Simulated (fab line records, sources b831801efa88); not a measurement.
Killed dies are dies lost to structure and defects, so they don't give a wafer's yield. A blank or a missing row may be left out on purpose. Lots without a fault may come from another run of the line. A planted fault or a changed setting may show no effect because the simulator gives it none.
Which tool did it? | flow sky130 | 12 lots, 36 wafers sampled, at 5 steps of a route of 708

WHAT THE GAUGES READ, wafer by wafer
SKY_NWELL_OVL_MEAS_23.
lot  | measured     | on         | NWELL_01_OVL (nm)
L191 | day 5 09:55  | overlay-01 | 0.6 -1.0 0.7
L193 | day 5 20:28  | overlay-02 | 0.8 0.3 -0.3
L198 | day 7 08:36  | overlay-02 | -2.7 -2.1 -3.0
L199 | day 7 22:10  | overlay-02 | 2.3 0.7 -0.3
L201 | day 8 03:26  | overlay-02 | -0.9 0.6 1.0
L203 | day 8 08:07  | overlay-02 | 1.5 2.5 0.7
L204 | day 9 03:43  | overlay-02 | -1.1 1.5 -0.4
L206 | day 9 09:50  | overlay-02 | 1.7 1.0 1.5
L207 | day 9 15:53  | overlay-01 | -1.3 -1.3 -2.3
L211 | day 10 10:09 | overlay-02 | 0.5 0.8 1.9
L213 | day 10 21:57 | overlay-01 | -0.1 0.1 0.4
L214 | day 11 04:41 | overlay-01 | 4.0 4.5 2.9

SKY_VT_ADJUST_NCORE_CD_MEAS_07: target cd 380 nm.
lot  | measured     | on        | cd_nm (nm)
L191 | day 8 14:43  | cd_sem-01 | 383.4 381.8 382.9
L193 | day 9 05:27  | cd_sem-01 | 382.5 380.5 380.4
L198 | day 10 23:05 | cd_sem-02 | 380.2 378.7 380.7
L199 | day 11 17:28 | cd_sem-02 | 385.0 385.2 383.4
L201 | day 11 22:47 | cd_sem-02 | 379.5 378.8 381.6
L203 | day 12 04:21 | cd_sem-02 | 400.3 399.5 402.4
L204 | day 13 01:29 | cd_sem-02 | 398.1 395.0 396.8
L206 | day 13 08:59 | cd_sem-02 | 379.9 381.6 383.1
L207 | day 13 16:31 | cd_sem-01 | 382.3 385.8 383.2
L211 | day 14 10:54 | cd_sem-02 | 382.7 381.2 384.9
L213 | day 15 02:36 | cd_sem-02 | 382.0 386.0 384.4
L214 | day 15 10:34 | cd_sem-02 | 379.6 379.2 376.5

SKY_VT_ADJUST_NCORE_TW_MEAS_11.
lot  | measured     | on            | VT_ADJUST_NCORE_TW
L191 | day 8 15:07  | film_metro-01 | 215.6 214.8 215.5
L193 | day 9 05:51  | film_metro-03 | 217.1 217.1 218.4
L198 | day 10 23:29 | film_metro-02 | 218.0 216.9 217.6
L199 | day 11 17:51 | film_metro-01 | 218.3 218.9 216.7
L201 | day 11 23:11 | film_metro-01 | 218.1 217.3 217.0
L203 | day 12 04:44 | film_metro-03 | 218.7 218.5 219.5
L204 | day 13 01:53 | film_metro-02 | 218.5 217.6 216.7
L206 | day 13 09:23 | film_metro-02 | 216.9 216.7 217.2
L207 | day 13 16:54 | film_metro-02 | 216.9 214.5 216.7
L211 | day 14 11:18 | film_metro-03 | 217.3 218.1 217.4
L213 | day 15 03:01 | film_metro-02 | 218.0 216.8 216.4
L214 | day 15 10:57 | film_metro-03 | 217.7 218.1 217.6

WHICH TOOL RAN EACH LOT (tool, then ch and the chambers of the sampled wafers, then the start)
lot  | SKY_NWELL_STRIP_25                   | SKY_VT_ADJUST_NCORE_DEVELOP_06
L191 | plasma_asher-03 ch 0,1, day 5 10:06  | litho_track-01 ch 0, day 8 14:34
L193 | plasma_asher-04 ch 0,1, day 5 20:39  | litho_track-02 ch 0, day 9 05:18
L198 | plasma_asher-02 ch 0, day 7 08:47    | litho_track-01 ch 0, day 10 22:56
L199 | plasma_asher-02 ch 0,1, day 7 22:22  | litho_track-01 ch 0, day 11 17:20
L201 | plasma_asher-02 ch 1, day 8 03:37    | litho_track-04 ch 0, day 11 22:38
L203 | plasma_asher-04 ch 0,1, day 8 08:20  | litho_track-01 ch 0, day 12 04:13
L204 | plasma_asher-02 ch 0, day 9 03:54    | litho_track-01 ch 0, day 13 01:20
L206 | plasma_asher-02 ch 0,1, day 9 10:01  | litho_track-04 ch 0, day 13 08:50
L207 | plasma_asher-04 ch 0,1, day 9 16:04  | litho_track-04 ch 0, day 13 16:22
L211 | plasma_asher-02 ch 0,1, day 10 10:20 | litho_track-02 ch 0, day 14 10:45
L213 | plasma_asher-04 ch 0,1, day 10 22:08 | litho_track-04 ch 0, day 15 02:17
L214 | plasma_asher-02 ch 0,1, day 11 04:52 | litho_track-04 ch 0, day 15 10:25
- SKY_NWELL_STRIP_25: strips in O2/N2.
- SKY_VT_ADJUST_NCORE_DEVELOP_06: develop time 60 s.

WHAT THE TOOLS THEMSELVES READ (means of the sampled wafers that have a number; where no wafer has one, the mark that the record gives instead)
SKY_NWELL_STRIP_25.
lot  | tool            | drypump_motor_current_A (A) | o2_flow_sccm (sccm) | oes_product_au (a.u.) | strip_time_to_endpoint_s (s)
L191 | plasma_asher-03 | 5.88                        | 3005                | 0.722                 | 37.01
L193 | plasma_asher-04 | 5.78                        | 3003                | 0.723                 | 36.93
L198 | plasma_asher-02 | 5.54                        | 3019                | 0.722                 | 37.00
L199 | plasma_asher-02 | 5.66                        | 3003                | 0.720                 | 36.98
L201 | plasma_asher-02 | 5.90                        | 3005                | 0.726                 | 36.88
L203 | plasma_asher-04 | 5.74                        | 2996                | 0.723                 | 36.85
L204 | plasma_asher-02 | 5.53                        | 3011                | 0.722                 | 36.97
L206 | plasma_asher-02 | 5.77                        | 3001                | 0.725                 | 36.97
L207 | plasma_asher-04 | 5.75                        | 2997                | 0.725                 | 36.91
L211 | plasma_asher-02 | 5.66                        | 3003                | 0.722                 | 37.01
L213 | plasma_asher-04 | 5.71                        | 3008                | 0.722                 | 36.92
L214 | plasma_asher-02 | 5.77                        | 2987                | 0.717                 | 36.93

SKY_VT_ADJUST_NCORE_DEVELOP_06.
lot  | tool           | exhaust_pa (Pa)
L191 | litho_track-01 | 45.7
L193 | litho_track-02 | 45.9
L198 | litho_track-01 | 45.0
L199 | litho_track-01 | 44.7
L201 | litho_track-04 | 45.7
L203 | litho_track-01 | 45.2
L204 | litho_track-01 | 44.4
L206 | litho_track-04 | 45.7
L207 | litho_track-04 | 45.8
L211 | litho_track-02 | 45.8
L213 | litho_track-04 | 43.4
L214 | litho_track-04 | 45.7

THE ANSWER, worked out from the rows above alone
Rule: what is usual is taken from the lots themselves. Put in order of their means at a reading, lots are off if they are a third of the lots or fewer, leave a main group of 4 or more, and stand apart from it by a gap of 3 or more times the standard deviation of the main group's means; of several such gaps the widest counts. A main group whose means are all the same, to the digits that the tables above print for the reading, isn't used. A lot without any number at a reading at which 4 lots or more have one is off too. The other lots that the step has rows for count as sound. The gauges are gone through in route order, then the tools' own readings, and for those a lot's mean is taken as printed above. The first step at which some lot is off is used, and at that step the reading that is off furthest; a lot without a number counts as furthest.
Off: L203, L204, at SKY_VT_ADJUST_NCORE_CD_MEAS_07 (cd_nm). The main group: mean 381.9 nm, standard deviation 1.9.
A tool fits if, at a process step before that reading, it ran every lot that is off, and no sound lot after the first of them. The gauges at SKY_VT_ADJUST_NCORE_CD_MEAS_07 are tried like those tools. One fits: litho_track-01 at SKY_VT_ADJUST_NCORE_DEVELOP_06. Its last sound lot is L199 (day 11 17:20), its first lot that is off L203 (day 12 04:13): a fault that began between those two fits.

WHAT THE SIMULATOR HAD PUT IN
Process parameter drift: litho_track-01, from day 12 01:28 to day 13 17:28, at SKY_VT_ADJUST_NCORE_DEVELOP_06. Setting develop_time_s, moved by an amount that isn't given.
Lots struck among those shown: L203, L204. The rule above found the same.
